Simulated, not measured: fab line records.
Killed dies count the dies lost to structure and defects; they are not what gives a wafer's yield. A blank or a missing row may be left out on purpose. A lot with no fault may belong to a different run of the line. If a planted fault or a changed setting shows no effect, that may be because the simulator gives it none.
Chamber matching -- flow sfqLine -- 4 sister chambers for SFQ_TRILAYER_I7_CMP_CMP_184 on cmp-02
The step polishes SiO2. 16 wafers are shown with their chamber, then 8 later ones without.

== WAFERS, EACH WITH ITS CHAMBER ==
wafer,chamber,motorCurrentA (A),slurryFilterDpKPa (kPa),headPressurePsi (psi)
L955.3,2,10.2,13.75,3.004
L955.1,1,10.2,13.68,3.001
L955.6,2,10.6,13.61,3.003
L957.2,2,10.3,13.55,3.000
L957.4,1,10.7,13.59,3.010
L957.5,0,10.8,13.47,2.992
L965.2,0,10.8,13.59,3.000
L965.4,2,10.4,13.66,3.003
L965.6,0,10.9,13.36,3.002
L966.2,1,10.6,13.91,2.994
L966.4,2,10.5,13.56,2.992
L966.5,1,10.9,13.42,2.989
L968.2,1,10.6,13.70,2.993
L968.5,2,10.7,13.75,3.005
L968.6,1,9.9,13.65,3.001
L970.2,3,9.0,13.37,2.994

SIGNATURES (averages over the wafers above)
reading,chamber 0,chamber 1,chamber 2,chamber 3,scatter within a chamber
motorCurrentA,10.833,10.483,10.450,9.000,0.266
slurryFilterDpKPa,13.4733,13.6583,13.6467,13.3700,0.127
headPressurePsi,2.99800,2.99800,3.00117,2.99400,0.00616
Rule: distance of a wafer from a chamber = root of the sum over the readings of ((wafer's reading minus chamber's mean) / reading's scatter) squared. The wafer belongs to the nearest chamber; if the next one is less than 2 further off, it can't be placed. How the scatter is found: for the shown wafers, subtract from each reading the mean of its chamber, square and add these, divide the total by (wafers less chambers), then take the root.

== WAFERS MISSING THEIR CHAMBER ==
wafer,motorCurrentA (A),slurryFilterDpKPa (kPa),headPressurePsi (psi)
L970.4,10.7,13.54,2.989
L970.5,10.7,13.54,2.996
L971.2,9.6,13.70,2.999
L971.3,10.5,13.46,2.999
L971.4,10.9,13.55,3.002
L975.1,10.3,13.60,3.001
L975.2,9.0,13.41,3.010
L975.3,10.4,13.23,2.992

== EACH ONE'S CHAMBER ==
wafer,from the rows above,in truth
L970.4,can't be placed: 0 or 1 or 2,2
L970.5,can't be placed: 0 or 1 or 2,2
L971.2,can't be placed: 2 or 1 or 3 or 0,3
L971.3,can't be placed: 0 or 2 or 1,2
L971.4,can't be placed: 0 or 2 or 1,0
L975.1,can't be placed: 2 or 1 or 0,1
L975.2,3,3
L975.3,can't be placed: 0 or 1 or 2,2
Correct placement for 1 of the 8. Can't be placed from these rows: 7 (the true chamber is among the candidates in 7). Number placed wrongly: 0.
